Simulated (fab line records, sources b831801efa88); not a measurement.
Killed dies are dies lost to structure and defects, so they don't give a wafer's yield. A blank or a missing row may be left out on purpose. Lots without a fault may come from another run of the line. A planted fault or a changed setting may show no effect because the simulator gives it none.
A struck lot beside a sound one | flow gf180mcu | 15 steps out of a route of 602
Sound: wafers L527.1, L527.4, L527.5. Struck: wafers L535.2, L535.4, L535.6. The cause comes at the end.
At each step with rows: each side's tool, then ch and its chambers, then its first start. Under that, the readings that differ: sound wafers | struck wafers | difference of the means | sigmas: that difference in standard deviations of wafers without a fault.
alike: readings whose means differ by less than 2 such deviations, and words and numbers that are the same on both sides. not compared: withheld readings, readings that some wafer has no value for, bounds like >300 that may hide the same value, and numbers for which the record gives no deviation and whose values overlap.
The two part at a step that has a row with sigmas, a row that says differs or no value, or rows on one side only. Numbers that don't overlap but have no deviation are shown without sigmas and don't part them. A reading that every wafer of one side lacks parts them only if that side has two wafers or more.

first, 3 steps without rows for these wafers: GF_V2_STRIP_18 (strips in O2/N2); GF_V2_STRIP_19 (strips in post etch residue remover, time 1200 s); GF_V2_CLEAN_20 (cleans in DIW).
GF_V2_SPUTTER_21: material Ti, target thk 15 nm, time 80.02 s.
  sound on pvd_sputter-04, day 20 02:53; struck on pvd_sputter-02, day 23 11:01
  alike: throttle_valve_pct
then, 2 steps without rows for these wafers: GF_V2_SPUTTER_22 (material TiN, target thk 10 nm, time 40 s); GF_V2_CVD_23 (deposits W, target thk 350 nm, time 104.94 s).
GF_V2_RS_MEAS_24: measures by four-point-probe.
  sound on film_metro-04, day 20 03:05; struck on film_metro-04, day 23 11:15
  alike: V2_W_RS
GF_V2_THK_MEAS_25: measures by xrf.
  sound on film_metro-04, day 20 03:13; struck on film_metro-04, day 23 11:22
  alike: V2_W_THK
GF_V2_CMP_26: polishes, stops on SiO2, t overpolish 15 s, target thk 0 nm.
  sound on cmp-01 ch 0,1,3, day 20 03:19; struck on cmp-01 ch 1,2,3, day 23 11:31
  alike: motor_current_A, overpolish_run_s, slurry_flow_ml_min, time_to_endpoint_s
GF_M3_SPUTTER_00: material Ti, target thk 37.5 nm, time 150 s.
  sound on pvd_sputter-03, day 20 03:34; struck on pvd_sputter-03, day 23 11:43
  alike: throttle_valve_pct
GF_M3_SPUTTER_01: material TiN, target thk 30 nm, time 25 s.
  sound on pvd_sputter-03, day 20 03:40; struck on pvd_sputter-03, day 23 11:49
  alike: throttle_valve_pct
GF_M3_SPUTTER_02: material AlCu, target thk 450 nm, time 23.9 s.
  sound on pvd_sputter-03, day 20 03:42; struck on pvd_sputter-03, day 23 11:51
  alike: throttle_valve_pct
GF_M3_SPUTTER_03: material Ti, target thk 10 nm, time 6.7 s.
  sound on pvd_sputter-03, day 20 03:44; struck on pvd_sputter-03, day 23 11:53
  reading                               | sound             | struck            | difference | sigmas
  model.Ti_of_M3_SPUTTER_03.thk_nm (nm) | 9.691 9.921 9.868 | 14.74 14.92 14.93 | +5.04      |
  alike: throttle_valve_pct
then, 1 step without rows for these wafers: GF_M3_SPUTTER_04 (material TiN, target thk 50 nm, time 41.7 s).
-- the record jumps here: 8 days lie between the struck wafers' starts before and after (it left off in module M3 and takes up again in module PASSIVATION, whose first step shown is number 602 of the route) --
GF_PASSIVATION_PROBE_99:
  the record has rows for the struck wafers here (prober-01, day 31 13:50) and none for the sound ones

WHERE THEY PART
Only at GF_PASSIVATION_PROBE_99, within this record.

WHY: what the simulator had put in
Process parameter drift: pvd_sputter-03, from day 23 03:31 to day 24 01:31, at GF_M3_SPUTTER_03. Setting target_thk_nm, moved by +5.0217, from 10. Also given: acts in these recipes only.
